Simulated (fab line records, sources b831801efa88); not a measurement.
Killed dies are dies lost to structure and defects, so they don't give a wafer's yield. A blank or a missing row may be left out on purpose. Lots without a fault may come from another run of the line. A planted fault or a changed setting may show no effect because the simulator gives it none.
fab line records | flow sky130
record lots=5 wafers=15 last_day=50
route steps=708 shown NWELL@63 PWDE@84 VT_ADJUST_HVTP@85 VT_ADJUST_LVTN@97
lots that met no fault: from a run of the same line without faults
start_h: hours from the record's first day to the start of the lot's first wafer shown | wait_h: hours since the lot's step before | " the same as in the row above | L1.1+2: a row that stands for several wafers | - no value, or no start given | * or withheld: withheld | < > ~ a bound
route shown NAME@n: a module of which the file shows steps, and the number in the route of the first | usual: mean/standard deviation of fault-free wafers | same: alike in all rows | chamber/n: place in a boat | sites: the reading at each site | _std_site: their standard deviation | _edge_site: outer sites' mean less inner sites' | radius_mm: how far each site lies from the wafer's centre | mask NAME#n: copy n | behind: the tool/chamber that last shaped the wafer | hold: why the lot was held/for how many hours/how that ended | device: the transistor (n, p or np) that didn't switch | end of line: the same wafers' tests at the end of the route | a step without rows: its recipe alone | killed: dies lost to structure and defects at the first sort, not the wafer's yield | map: a wafer's dies, x killed, . not, _ none there
set.NAME: the setting as run; set.NAME@STEP: as run at that earlier step | model.NAME: the simulator's own value behind a step, which no gauge read
lots at some steps of the route; a table a step, a row a wafer
services: from which hour (start_h, from the record's first day; less than 0 if before it) a tool's chamber was out of use, for how many hours, and why
## steps
# step SKY_NWELL_OVL_MEAS_10
# usual NWELL_00_OVL=0.4/1.5
# columns lot.wafer tool chamber start_h wait_h NWELL_00_OVL[nm]
L076.1 overlay-01 - 105.60 - 2.0
L076.3 " - " " 2.2
L076.4 " - " " 2.5
L081.2 overlay-02 - 132.34 - 0.7
L081.3 " - " " 0.6
L081.6 " - " " 1.9
L090.2 overlay-02 - 179.64 - -0.3
L090.5 " - " " -0.3
L090.6 " - " " 0.4
L091.1 overlay-02 - 186.70 - 1.0
L091.2 " - " " 0.0
L091.4 " - " " 1.0
L092.2 overlay-02 - 192.26 - 2.4
L092.4 " - " " 1.3
L092.5 " - " " 2.6
# step SKY_NWELL_IMPLANT_11
# recipe species=P energy_kev=400 dose_cm2=1.9e+13 tilt_deg=withheld
# columns lot.wafer tool chamber start_h wait_h
L076.1+3+4 implanter-01 0 105.64 0.0
L081.2+3+6 implanter-04 0 132.39 0.0
L090.2+5+6 implanter-04 0 179.69 0.0
L091.1+2+4 implanter-04 0 186.74 0.0
L092.2+4+5 implanter-01 0 192.32 0.0
# step SKY_NWELL_IMPLANT_12
# recipe species=P energy_kev=120 dose_cm2=1.3e+12 tilt_deg=withheld
# columns lot.wafer tool chamber start_h wait_h
L076.1+3+4 implanter-01 0 105.79 0.1
L081.2+3+6 implanter-04 0 132.54 0.1
L090.2+5+6 implanter-04 0 179.84 0.1
L091.1+2+4 implanter-04 0 186.89 0.1
L092.2+4+5 implanter-01 0 192.47 0.1
# step SKY_NWELL_IMPLANT_13
# recipe species=P energy_kev=50 dose_cm2=7e+11 tilt_deg=withheld
# columns lot.wafer tool chamber start_h wait_h
L076.1+3+4 implanter-01 0 105.94 0.1
L081.2+3+6 implanter-04 0 132.69 0.1
L090.2+5+6 implanter-04 0 179.99 0.1
L091.1+2+4 implanter-04 0 187.04 0.1
L092.2+4+5 implanter-01 0 192.62 0.1
# step SKY_NWELL_STRIP_14
# recipe chemistry=O2/N2 power_w=1400 pressure_mtorr=1500 platen_temp_c=withheld o2_flow_sccm=3000 n2_flow_sccm=300 overash_fraction=0.5
# usual drypump_motor_current_A=5.6/0.38 oes_product_au=0.722/0.0046 strip_time_to_endpoint_s=36.94/0.1
# columns lot.wafer tool chamber start_h wait_h drypump_motor_current_A oes_product_au rf_hours_counter_h strip_time_to_endpoint_s
L076.1 plasma_asher-01 1 106.09 0.1 5.7 0.724 41 36.95
L076.3 " 1 " " 5.7 0.727 - 36.86
L076.4 " 0 " " 5.0 0.723 - 36.89
L081.2 plasma_asher-01 1 132.82 0.1 5.7 0.719 44 36.84
L081.3 " 1 " " 5.7 0.721 - 36.93
L081.6 " 0 " " 5.0 0.721 - 36.69
L090.2 plasma_asher-03 1 180.12 0.1 5.6 0.719 35 37.05
L090.5 " 0 " " 5.7 0.714 - 37.03
L090.6 " 1 " " 5.6 0.724 - 36.99
L091.1 plasma_asher-01 0 187.19 0.1 5.0 0.725 49 36.86
L091.2 " 1 " " 5.7 0.724 49 36.85
L091.4 " 0 " " 5.0 0.732 - 36.87
L092.2 plasma_asher-01 0 192.74 0.1 5.0 0.721 50 36.80
L092.4 " 0 " " 5.0 0.727 - 36.79
L092.5 " 1 " " 5.7 0.724 - 36.90
# step SKY_NWELL_TW_MEAS_15
# usual NWELL_TW=1826/8.6
# columns lot.wafer tool chamber start_h wait_h NWELL_TW
L076.1 film_metro-04 - 106.19 0.1 1817
L076.3 " - " " 1822
L076.4 " - " " 1817
L081.2 film_metro-02 - 132.93 0.1 1835
L081.3 " - " " 1832
L081.6 " - " " 1827
L090.2 film_metro-02 - 180.23 0.1 1831
L090.5 " - " " 1832
L090.6 " - " " 1822
L091.1 film_metro-02 - 187.29 0.1 1822
L091.2 " - " " 1822
L091.4 " - " " 1827
L092.2 film_metro-04 - 192.85 0.1 1824
L092.4 " - " " 1825
L092.5 " - " " 1812
# step SKY_NWELL_DEHYDRATE_16
# recipe temp_c=200 time_s=60
# usual chill_plate_temp_C=23.02/0.1 resist_line_temp_C=22.96/0.099
# columns lot.wafer tool chamber start_h wait_h chill_plate_temp_C resist_line_temp_C
L076.1 litho_track-04 0 114.50 8.3 23.14 22.99
L076.3 " 0 " " 22.96 22.93
L076.4 " 0 " " 22.93 23.00
L081.2 litho_track-03 0 142.37 9.4 22.90 23.01
L081.3 " 0 " " 23.00 23.12
L081.6 " 0 " " 23.02 23.16
L090.2 litho_track-02 0 190.31 10.1 22.96 22.90
L090.5 " 0 " " 23.11 22.99
L090.6 " 0 " " 22.96 23.09
L091.1 litho_track-04 0 197.50 10.2 22.88 22.81
L091.2 " 0 " " 23.16 22.76
L091.4 " 0 " " 22.99 22.84
L092.2 litho_track-04 0 203.33 10.5 23.02 22.89
L092.4 " 0 " " 22.98 22.95
L092.5 " 0 " " 23.17 22.89
# step SKY_NWELL_HMDS_17
# recipe prime_time_s=60 prime_temp_c=120
# usual chill_plate_temp_C=23.01/0.11 resist_line_temp_C=23.00/0.11
# columns lot.wafer tool chamber start_h wait_h chill_plate_temp_C resist_line_temp_C
L076.1 litho_track-04 0 114.65 0.1 22.92 23.26
L076.3 " 0 " " 22.90 23.09
L076.4 " 0 " " 23.06 22.96
L081.2 litho_track-03 0 142.52 0.1 23.05 23.06
L081.3 " 0 " " 23.00 23.07
L081.6 " 0 " " 22.95 22.98
L090.2 litho_track-02 0 190.46 0.1 23.06 23.14
L090.5 " 0 " " 23.11 23.03
L090.6 " 0 " " 23.24 23.04
L091.1 litho_track-04 0 197.65 0.1 23.30 22.91
L091.2 " 0 " " 23.20 23.05
L091.4 " 0 " " 23.31 23.01
L092.2 litho_track-04 0 203.48 0.1 23.06 22.96
L092.4 " 0 " " 23.14 23.10
L092.5 " 0 " " 23.05 23.13
# step SKY_NWELL_COAT_18
# recipe spin_rpm=2000 resist_thk_nm=3000
# usual chill_plate_temp_C=23.00/0.099 resist_line_temp_C=23.02/0.1
# columns lot.wafer tool chamber start_h wait_h chill_plate_temp_C resist_line_temp_C
L076.1 litho_track-04 0 114.80 0.1 22.87 22.94
L076.3 " 0 " " 22.88 22.94
L076.4 " 0 " " 22.98 22.91
L081.2 litho_track-03 0 142.67 0.1 23.22 22.95
L081.3 " 0 " " 23.12 22.92
L081.6 " 0 " " 23.01 22.91
L090.2 litho_track-02 0 190.61 0.1 23.06 22.95
L090.5 " 0 " " 23.05 23.06
L090.6 " 0 " " 23.15 23.00
L091.1 litho_track-04 0 197.80 0.1 22.98 23.08
L091.2 " 0 " " 23.15 23.16
L091.4 " 0 " " 22.96 23.01
L092.2 litho_track-04 0 203.63 0.1 22.82 23.03
L092.4 " 0 " " 22.78 23.04
L092.5 " 0 " " 22.81 23.13
# step SKY_NWELL_SOFTBAKE_19
# recipe temp_c=110 time_s=withheld
# usual chill_plate_temp_C=23.02/0.089 resist_line_temp_C=23.00/0.11
# columns lot.wafer tool chamber start_h wait_h chill_plate_temp_C resist_line_temp_C
L076.1 litho_track-04 0 114.95 0.1 23.07 22.99
L076.3 " 0 " " 23.05 22.99
L076.4 " 0 " " 22.95 22.94
L081.2 litho_track-03 0 142.83 0.1 23.00 22.86
L081.3 " 0 " " 23.07 22.82
L081.6 " 0 " " 22.88 22.86
L090.2 litho_track-02 0 190.77 0.1 22.99 22.88
L090.5 " 0 " " 23.17 22.93
L090.6 " 0 " " 23.07 23.01
L091.1 litho_track-04 0 197.95 0.1 23.02 23.03
L091.2 " 0 " " 23.13 23.13
L091.4 " 0 " " 23.04 23.09
L092.2 litho_track-04 0 203.79 0.1 23.03 23.03
L092.4 " 0 " " 22.99 23.11
L092.5 " 0 " " 23.01 23.18
# step SKY_NWELL_EXPOSE_20
# recipe mask_id=NWM_COMPLEMENT na=0.6 source_shape=conventional sigma_outer=0.6 polarization=unpolarized target_cd_nm=840 dose_mj=260
# columns lot.wafer tool chamber start_h wait_h mask
L076.1+3+4 iline_stepper-01 0 - - NWM_COMPLEMENT#0
L081.2+3+6 iline_stepper-01 0 - - NWM_COMPLEMENT#0
L090.2+5+6 iline_stepper-02 0 - - NWM_COMPLEMENT#0
L091.1+2+4 iline_stepper-02 0 - - NWM_COMPLEMENT#0
L092.2+4+5 iline_stepper-02 0 - - NWM_COMPLEMENT#0
# step SKY_NWELL_PEB_21
# recipe temp_c=115 time_s=withheld
# usual chill_plate_temp_C=23.00/0.12 resist_line_temp_C=22.99/0.11
# columns lot.wafer tool chamber start_h wait_h chill_plate_temp_C resist_line_temp_C
L076.1 litho_track-04 0 - - 22.83 22.77
L076.3 " 0 " " 23.07 22.91
L076.4 " 0 " " 22.93 22.89
L081.2 litho_track-04 0 - - 22.99 23.13
L081.3 " 0 " " 22.95 22.94
L081.6 " 0 " " 23.10 22.87
L090.2 litho_track-04 0 - - 23.10 23.11
L090.5 " 0 " " 23.05 23.08
L090.6 " 0 " " 22.92 23.15
L091.1 litho_track-03 0 - - 23.03 22.94
L091.2 " 0 " " 23.06 23.24
L091.4 " 0 " " 23.02 22.98
L092.2 litho_track-04 0 - - 23.17 23.23
L092.4 " 0 " " 23.29 23.13
L092.5 " 0 " " 23.34 23.12
# step SKY_NWELL_DEVELOP_22
# recipe wall_angle_deg=90 developer=TMAH develop_time_s=60 dev_temp_c=23.54
# usual chill_plate_temp_C=23.01/0.099 resist_line_temp_C=23.01/0.12
# columns lot.wafer tool chamber start_h wait_h chill_plate_temp_C resist_line_temp_C
L076.1 litho_track-04 0 - - 23.14 23.07
L076.3 " 0 " " 23.10 22.98
L076.4 " 0 " " 23.00 22.79
L081.2 litho_track-04 0 - - 22.91 22.97
L081.3 " 0 " " 23.06 23.01
L081.6 " 0 " " 22.99 22.87
L090.2 litho_track-04 0 - - 22.99 22.81
L090.5 " 0 " " 23.02 22.95
L090.6 " 0 " " 23.00 22.88
L091.1 litho_track-03 0 - - 23.12 23.36
L091.2 " 0 " " 23.02 23.22
L091.4 " 0 " " 23.02 23.13
L092.2 litho_track-04 0 - - 23.00 22.95
L092.4 " 0 " " 22.81 23.08
L092.5 " 0 " " 23.02 22.95
# step SKY_NWELL_OVL_MEAS_23
# usual NWELL_01_OVL=0.8/1.4
# columns lot.wafer tool chamber start_h wait_h NWELL_01_OVL[nm]
L076.1 overlay-02 - 125.10 - 0.4
L076.3 " - " " 0.4
L076.4 " - " " 1.2
L081.2 overlay-02 - 152.41 - 0.7
L081.3 " - " " 2.3
L081.6 " - " " 1.7
L090.2 overlay-02 - 201.76 - 1.4
L090.5 " - " " 0.0
L090.6 " - " " -0.7
L091.1 overlay-01 - 209.65 - -2.0
L091.2 " - " " -3.2
L091.4 " - " " -3.5
L092.2 overlay-01 - 215.41 - 0.5
L092.4 " - " " 1.3
L092.5 " - " " 0.3
# step SKY_NWELL_IMPLANT_24
# recipe species=B energy_kev=140 dose_cm2=9.2e+12 tilt_deg=withheld
# columns lot.wafer tool chamber start_h wait_h
L076.1+3+4 implanter-01 0 125.14 0.0
L081.2+3+6 implanter-04 0 152.47 0.0
L090.2+5+6 implanter-03 0 201.82 0.0
L091.1+2+4 implanter-04 0 209.69 0.0
L092.2+4+5 implanter-04 0 215.46 0.0
# step SKY_NWELL_STRIP_25
# recipe chemistry=O2/N2 power_w=1400 pressure_mtorr=1500 platen_temp_c=withheld o2_flow_sccm=3000 n2_flow_sccm=300 overash_fraction=0.5
# usual drypump_motor_current_A=5.7/0.43 oes_product_au=0.722/0.0047 strip_time_to_endpoint_s=36.91/0.11
# columns lot.wafer tool chamber start_h wait_h drypump_motor_current_A oes_product_au rf_hours_counter_h strip_time_to_endpoint_s
L076.1 plasma_asher-02 1 125.29 0.1 6.3 0.720 1 36.92
L076.3 " 1 " " 6.4 0.718 - 36.94
L076.4 " 0 " " 5.6 0.730 - 36.91
L081.2 plasma_asher-02 1 152.59 0.1 6.3 0.717 4 36.88
L081.3 " 0 " " 5.7 0.724 - 36.81
L081.6 " 1 " " 6.3 0.718 - 36.90
L090.2 plasma_asher-03 1 201.94 0.1 5.7 0.721 37 36.99
L090.5 " 0 " " 5.7 0.723 - 36.91
L090.6 " 1 " " 5.6 0.729 - 36.99
L091.1 plasma_asher-02 1 209.84 0.1 6.3 0.725 8 36.90
L091.2 " 0 " " 5.7 0.722 8 36.99
L091.4 " 1 " " 6.3 0.719 - 36.91
L092.2 plasma_asher-03 0 215.59 0.1 5.7 0.722 39 37.10
L092.4 " 1 " " 5.6 0.722 - 37.07
L092.5 " 0 " " 5.7 0.724 - 37.06
# step SKY_NWELL_TW_MEAS_26
# usual NWELL_2_TW=499.6/2.8
# columns lot.wafer tool chamber start_h wait_h NWELL_2_TW
L076.1 film_metro-04 - 125.39 0.1 496.8
L076.3 " - " " 496.9
L076.4 " - " " 498.1
L081.2 film_metro-02 - 152.70 0.1 502.4
L081.3 " - " " 503.6
L081.6 " - " " 503.5
L090.2 film_metro-04 - 202.05 0.1 500.0
L090.5 " - " " 498.3
L090.6 " - " " 499.1
L091.1 film_metro-02 - 209.94 0.1 500.7
L091.2 " - " " 503.4
L091.4 " - " " 503.1
L092.2 film_metro-04 - 215.70 0.1 498.0
L092.4 " - " " 496.5
L092.5 " - " " 496.9
# step SKY_NWELL_CLEAN_27
# recipe chemistry=SC1/SC2 mix=1:4:20 temp_c=70 time_s=150 dry=n2_spin
# columns lot.wafer tool chamber start_h wait_h
L076.1+3+4 wet_bench-03 2 125.45 0.1
L081.2+3+6 wet_bench-03 2 152.75 0.0
L090.2+5+6 wet_bench-04 0 202.10 0.0
L091.1+2+4 wet_bench-02 3 210.00 0.1
L092.2+4+5 wet_bench-03 1 215.75 0.0
# step SKY_NWELL_RTA_28
# recipe temp_c=1050 time_s=30 idle_temp_c=650 ramp_up_c_per_s=150 ramp_down_c_per_s=90 ambient=N2
# usual anneal_temp_c_max=1057.9/1.7 chamber_o2_ppm=1.999/0.019 lamp_power_pct=25.30/0.05 wafer_temp_C_max=1054.9/0.93
# columns lot.wafer tool chamber start_h wait_h anneal_temp_c_max chamber_o2_ppm lamp_power_pct wafer_temp_C_max
L076.1 rtp_anneal-02 0 125.50 0.0 1057.9 1.966 25.23 1054.3
L076.3 " 0 " " 1058.0 1.986 25.29 1054.3
L076.4 " 0 " " 1063.5 2.009 25.39 1054.3
L081.2 rtp_anneal-02 0 152.82 0.0 1055.8 2.004 25.25 1055.0
L081.3 " 0 " " 1056.5 2.020 25.29 1054.5
L081.6 " 0 " " 1055.9 2.025 25.32 1054.2
L090.2 rtp_anneal-01 0 202.17 0.0 1057.1 1.990 25.38 1055.3
L090.5 " 0 " " 1060.0 1.988 25.26 1053.8
L090.6 " 0 " " 1058.5 1.994 25.26 1054.6
L091.1 rtp_anneal-02 0 210.05 0.0 1058.3 1.990 25.27 1056.4
L091.2 " 0 " " 1059.3 1.990 25.21 1055.1
L091.4 " 0 " " 1055.3 2.017 25.25 1056.3
L092.2 rtp_anneal-02 0 215.82 0.0 1057.3 1.988 25.37 1054.9
L092.4 " 0 " " 1056.2 1.999 25.27 1054.6
L092.5 " 0 " " 1057.3 2.003 25.33 1053.5
# step SKY_NWELL_RS_MEAS_29
# recipe thk_meas_gauge=four-point-probe
# usual NWELL_RS=624.6/1.7
# columns lot.wafer tool chamber start_h wait_h NWELL_RS[ohm/sq]
L076.1 film_metro-04 - 125.60 0.1 622.8
L076.3 " - " " 623.2
L076.4 " - " " 621.4
L081.2 film_metro-01 - 152.92 0.1 624.5
L081.3 " - " " 624.8
L081.6 " - " " 624.1
L090.2 film_metro-01 - 202.27 0.1 624.0
L090.5 " - " " 625.9
L090.6 " - " " 628.2
L091.1 film_metro-04 - 210.15 0.1 623.6
L091.2 " - " " 624.0
L091.4 " - " " 623.1
L092.2 film_metro-02 - 215.92 0.1 623.8
L092.4 " - " " 624.4
L092.5 " - " " 624.0
# step SKY_NWELL_RS_MEAS_31
# recipe thk_meas_gauge=four-point-probe
# usual PWDE_RS=5276/15
# columns lot.wafer tool chamber start_h wait_h PWDE_RS[ohm/sq]
L076.1 film_metro-04 - 125.84 0.1 5267
L076.3 " - " " 5268
L076.4 " - " " 5267
L081.2 film_metro-01 - 153.16 0.1 5278
L081.3 " - " " 5289
L081.6 " - " " 5276
L090.2 film_metro-01 - 202.51 0.1 5275
L090.5 " - " " 5265
L090.6 " - " " 5264
L091.1 film_metro-04 - 210.39 0.1 5250
L091.2 " - " " 5256
L091.4 " - " " 5239
L092.2 film_metro-02 - 216.16 0.1 5291
L092.4 " - " " 5313
L092.5 " - " " 5327
# step SKY_VT_ADJUST_HVTP_DEHYDRATE_00
# recipe temp_c=200 time_s=60
# usual chill_plate_temp_C=22.98/0.11 resist_line_temp_C=22.99/0.11
# columns lot.wafer tool chamber start_h wait_h chill_plate_temp_C resist_line_temp_C
L076.1 litho_track-03 0 134.95 9.1 22.89 22.92
L076.3 " 0 " " 22.80 23.02
L076.4 " 0 " " 22.95 23.09
L081.2 litho_track-04 0 163.33 10.1 23.08 22.83
L081.3 " 0 " " 23.13 23.14
L081.6 " 0 " " 22.83 23.03
L090.2 litho_track-01 0 213.67 11.1 23.06 22.87
L090.5 " 0 " " 23.03 23.01
L090.6 " 0 " " 23.01 23.02
L091.1 litho_track-01 0 221.05 10.6 22.84 22.94
L091.2 " 0 " " 22.92 22.86
L091.4 " 0 " " 22.83 22.89
L092.2 litho_track-04 0 226.23 10.0 23.07 22.90
L092.4 " 0 " " 23.12 22.96
L092.5 " 0 " " 23.17 23.07
# step SKY_VT_ADJUST_HVTP_HMDS_01
# recipe prime_time_s=60 prime_temp_c=120
# usual chill_plate_temp_C=23.01/0.1 resist_line_temp_C=23.00/0.1
# columns lot.wafer tool chamber start_h wait_h chill_plate_temp_C resist_line_temp_C
L076.1 litho_track-03 0 135.10 0.1 22.96 23.03
L076.3 " 0 " " 22.93 23.13
L076.4 " 0 " " 22.86 23.10
L081.2 litho_track-04 0 163.48 0.1 23.03 22.95
L081.3 " 0 " " 22.97 22.76
L081.6 " 0 " " 23.03 22.99
L090.2 litho_track-01 0 213.82 0.1 22.91 22.87
L090.5 " 0 " " 22.99 22.86
L090.6 " 0 " " 23.05 22.92
L091.1 litho_track-01 0 221.20 0.1 23.05 22.92
L091.2 " 0 " " 23.04 22.95
L091.4 " 0 " " 23.04 23.03
L092.2 litho_track-04 0 226.38 0.1 23.13 22.94
L092.4 " 0 " " 22.96 22.94
L092.5 " 0 " " 23.21 22.93
# step SKY_VT_ADJUST_HVTP_COAT_02
# recipe resist=NOVOLAK spin_rpm=3000 resist_thk_nm=1140
# usual chill_plate_temp_C=22.99/0.12 resist_line_temp_C=23.00/0.1
# columns lot.wafer tool chamber start_h wait_h chill_plate_temp_C resist_line_temp_C
L076.1 litho_track-03 0 135.25 0.1 23.16 23.00
L076.3 " 0 " " 23.22 23.00
L076.4 " 0 " " 23.27 23.07
L081.2 litho_track-04 0 163.63 0.1 22.71 23.11
L081.3 " 0 " " 22.96 23.07
L081.6 " 0 " " 22.87 22.95
L090.2 litho_track-01 0 213.97 0.1 22.85 22.84
L090.5 " 0 " " 22.92 23.00
L090.6 " 0 " " 23.03 23.05
L091.1 litho_track-01 0 221.35 0.1 22.94 22.85
L091.2 " 0 " " 22.89 22.82
L091.4 " 0 " " 23.02 23.07
L092.2 litho_track-04 0 226.53 0.1 22.83 23.02
L092.4 " 0 " " 22.94 22.89
L092.5 " 0 " " 22.86 22.90
# step SKY_VT_ADJUST_HVTP_SOFTBAKE_03
# recipe temp_c=90 time_s=60 resist=NOVOLAK
# usual chill_plate_temp_C=22.98/0.11 resist_line_temp_C=23.01/0.11
# columns lot.wafer tool chamber start_h wait_h chill_plate_temp_C resist_line_temp_C
L076.1 litho_track-03 0 135.40 0.1 22.92 22.88
L076.3 " 0 " " 23.01 23.00
L076.4 " 0 " " 22.84 23.08
L081.2 litho_track-04 0 163.78 0.1 22.80 23.00
L081.3 " 0 " " 22.95 23.11
L081.6 " 0 " " 23.04 22.91
L090.2 litho_track-01 0 214.12 0.1 22.90 23.07
L090.5 " 0 " " 22.90 23.06
L090.6 " 0 " " 22.88 23.07
L091.1 litho_track-01 0 221.50 0.1 22.88 23.01
L091.2 " 0 " " 22.84 22.92
L091.4 " 0 " " 22.94 22.97
L092.2 litho_track-04 0 226.68 0.1 23.03 23.16
L092.4 " 0 " " 23.17 22.96
L092.5 " 0 " " 22.95 22.87
# step SKY_VT_ADJUST_HVTP_EXPOSE_04
# recipe mask_id=HVTPM na=0.6 source_shape=conventional sigma_outer=0.6 polarization=unpolarized target_cd_nm=380 dose_mj=140
# columns lot.wafer tool chamber start_h wait_h mask
L076.1+3+4 iline_stepper-01 0 - - HVTPM#0
L081.2+3+6 iline_stepper-01 0 - - HVTPM#0
L090.2+5+6 iline_stepper-02 0 - - HVTPM#0
L091.1+2+4 iline_stepper-02 0 - - HVTPM#0
L092.2+4+5 iline_stepper-01 0 - - HVTPM#0
# step SKY_VT_ADJUST_HVTP_PEB_05
# recipe temp_c=withheld time_s=* resist=NOVOLAK
# usual chill_plate_temp_C=* resist_line_temp_C=*
# columns lot.wafer tool chamber start_h wait_h chill_plate_temp_C resist_line_temp_C
L076.1 litho_track-04 0 - - * *
L076.3 " 0 " " * *
L076.4 " 0 " " * *
L081.2 litho_track-01 0 - - * *
L081.3 " 0 " " * *
L081.6 " 0 " " * *
L090.2 litho_track-01 0 - - * *
L090.5 " 0 " " * *
L090.6 " 0 " " * *
L091.1 litho_track-01 0 - - * *
L091.2 " 0 " " * *
L091.4 " 0 " " * *
L092.2 litho_track-04 0 - - * *
L092.4 " 0 " " * *
L092.5 " 0 " " * *
# step SKY_VT_ADJUST_HVTP_DEVELOP_06
# recipe resist=NOVOLAK developer=TMAH develop_time_s=60 dev_temp_c=23
# usual chill_plate_temp_C=22.99/0.096 resist_line_temp_C=22.98/0.098
# columns lot.wafer tool chamber start_h wait_h chill_plate_temp_C resist_line_temp_C
L076.1 litho_track-04 0 145.20 0.1 22.99 22.90
L076.3 " 0 " " 22.95 23.07
L076.4 " 0 " " 23.26 22.92
L081.2 litho_track-01 0 173.92 0.1 22.82 22.92
L081.3 " 0 " " 22.93 22.85
L081.6 " 0 " " 22.87 23.05
L090.2 litho_track-01 0 225.12 0.1 22.97 22.83
L090.5 " 0 " " 22.92 22.95
L090.6 " 0 " " 22.99 22.90
L091.1 litho_track-01 0 233.10 0.1 22.96 22.79
L091.2 " 0 " " 22.98 22.96
L091.4 " 0 " " 22.98 23.08
L092.2 litho_track-04 0 238.08 0.1 22.80 22.93
L092.4 " 0 " " 22.95 22.86
L092.5 " 0 " " 23.10 22.93
# step SKY_VT_ADJUST_HVTP_CD_MEAS_07
# recipe target_cd_nm=380
# usual cd_nm=379.2/2.2
# columns lot.wafer tool chamber start_h wait_h cd_nm
L076.1 cd_sem-02 - 145.35 0.1 380.7
L076.3 " - " " 382.2
L076.4 " - " " 381.5
L081.2 cd_sem-01 - 174.07 0.1 379.0
L081.3 " - " " 379.4
L081.6 " - " " 381.7
L090.2 cd_sem-02 - 225.27 0.1 379.8
L090.5 " - " " 383.5
L090.6 " - " " 383.2
L091.1 cd_sem-02 - 233.25 0.1 377.6
L091.2 " - " " 376.1
L091.4 " - " " 378.0
L092.2 cd_sem-01 - 238.22 0.1 379.2
L092.4 " - " " 379.8
L092.5 " - " " 381.0
# step SKY_VT_ADJUST_HVTP_OVL_MEAS_08
# usual VT_ADJUST_HVTP_OVL=-0.5/1.6
# columns lot.wafer tool chamber start_h wait_h VT_ADJUST_HVTP_OVL[nm]
L076.1 overlay-02 - 145.47 0.1 0.8
L076.3 " - " " 0.1
L076.4 " - " " 2.4
L081.2 overlay-02 - 174.17 0.1 -1.4
L081.3 " - " " -0.6
L081.6 " - " " 0.0
L090.2 overlay-01 - 225.37 0.1 1.8
L090.5 " - " " 2.8
L090.6 " - " " 3.6
L091.1 overlay-02 - 233.37 0.1 -2.9
L091.2 " - " " -2.4
L091.4 " - " " -2.3
L092.2 overlay-01 - 238.33 0.1 1.8
L092.4 " - " " 0.8
L092.5 " - " " 0.0
# step SKY_VT_ADJUST_HVTP_IMPLANT_09
# recipe species=As energy_kev=150 dose_cm2=4.3e+12 tilt_deg=withheld
# columns lot.wafer tool chamber start_h wait_h
L076.1+3+4 implanter-03 0 145.51 0.0
L081.2+3+6 implanter-01 0 174.23 0.0
L090.2+5+6 implanter-02 0 225.43 0.0
L091.1+2+4 implanter-02 0 233.47 0.1
L092.2+4+5 implanter-01 0 238.38 0.0
# step SKY_VT_ADJUST_HVTP_STRIP_10
# recipe chemistry=O2/N2 power_w=1400 pressure_mtorr=1500 platen_temp_c=withheld o2_flow_sccm=3000 n2_flow_sccm=300 overash_fraction=0.5
# usual drypump_motor_current_A=5.7/0.36 oes_product_au=0.716/0.0045 strip_time_to_endpoint_s=14.18/0.038
# columns lot.wafer tool chamber start_h wait_h drypump_motor_current_A oes_product_au rf_hours_counter_h strip_time_to_endpoint_s
L076.1 plasma_asher-01 0 145.66 0.1 5.0 0.719 45 14.11
L076.3 " 1 " " 5.7 0.718 - 14.09
L076.4 " 0 " " 5.0 0.717 - 14.15
L081.2 plasma_asher-01 1 174.35 0.1 5.7 0.711 48 14.15
L081.3 " 0 " " 5.0 0.714 - 14.19
L081.6 " 1 " " 5.7 0.712 - 14.22
L090.2 plasma_asher-03 1 225.55 0.1 5.6 0.715 39 14.19
L090.5 " 0 " " 5.7 0.717 - 14.21
L090.6 " 1 " " 5.6 0.721 - 14.20
L091.1 plasma_asher-01 1 233.62 0.1 5.7 0.719 54 14.19
L091.2 " 0 " " 5.0 0.718 54 14.13
L091.4 " 1 " " 5.8 0.717 - 14.13
L092.2 plasma_asher-03 0 238.51 0.1 5.7 0.718 41 14.20
L092.4 " 1 " " 5.6 0.720 - 14.16
L092.5 " 0 " " 5.7 0.709 - 14.15
# step SKY_VT_ADJUST_HVTP_TW_MEAS_11
# usual VT_ADJUST_HVTP_TW=1353/17
# columns lot.wafer tool chamber start_h wait_h VT_ADJUST_HVTP_TW
L076.1 film_metro-02 - 145.76 0.1 1375
L076.3 " - " " 1372
L076.4 " - " " 1370
L081.2 film_metro-02 - 174.46 0.1 1359
L081.3 " - " " 1356
L081.6 " - " " 1363
L090.2 film_metro-02 - 225.66 0.1 1376
L090.5 " - " " 1375
L090.6 " - " " 1367
L091.1 film_metro-03 - 233.72 0.1 1330
L091.2 " - " " 1331
L091.4 " - " " 1326
L092.2 film_metro-02 - 238.62 0.1 1366
L092.4 " - " " 1372
L092.5 " - " " 1363
# step SKY_VT_ADJUST_LVTN_DEHYDRATE_00
# recipe temp_c=200 time_s=60
# usual chill_plate_temp_C=23.03/0.11 resist_line_temp_C=23.01/0.1
# columns lot.wafer tool chamber start_h wait_h chill_plate_temp_C resist_line_temp_C
L076.1 litho_track-01 0 154.40 8.6 22.95 23.05
L076.3 " 0 " " 23.06 22.97
L076.4 " 0 " " 22.98 23.06
L081.2 litho_track-02 0 185.41 10.9 22.99 23.05
L081.3 " 0 " " 22.98 23.05
L081.6 " 0 " " 22.85 23.08
L090.2 litho_track-02 0 236.61 10.9 23.18 23.02
L090.5 " 0 " " 23.16 23.00
L090.6 " 0 " " 23.15 23.11
L091.1 litho_track-01 0 244.15 10.4 22.82 23.08
L091.2 " 0 " " 22.94 22.92
L091.4 " 0 " " 22.85 22.96
L092.2 litho_track-01 0 249.47 10.8 23.18 23.03
L092.4 " 0 " " 23.18 23.03
L092.5 " 0 " " 23.31 22.96
## services
# columns tool chamber start_h hours kind
plasma_asher-03 - 89.54 1.5 repair
plasma_asher-02 - 108.80 9.0 pm
plasma_asher-02 0 108.80 9.0 vent_cycle
plasma_asher-02 1 108.80 9.0 vent_cycle
plasma_asher-02 0 117.80 - clean
plasma_asher-02 1 117.80 - clean
rtp_anneal-01 - 123.40 7.5 repair
iline_stepper-01 - 156.75 0.5 repair
implanter-01 - 159.42 2.2 repair
iline_stepper-02 - 178.02 1.7 pm
implanter-01 - 179.77 2.3 repair
plasma_asher-02 - 182.09 9.5 repair
iline_stepper-02 - 182.42 4.1 repair
implanter-02 - 192.32 0.9 repair
implanter-03 - 208.10 2.1 repair
implanter-04 - 211.98 3.3 repair
wet_bench-02 - 212.07 24.5 pm
iline_stepper-01 - 214.02 1.7 pm
implanter-01 - 227.52 10.2 repair
implanter-02 - 229.05 3.8 pm
implanter-03 - 243.46 0.7 repair
plasma_asher-01 - 247.29 0.4 repair
## key
fault none
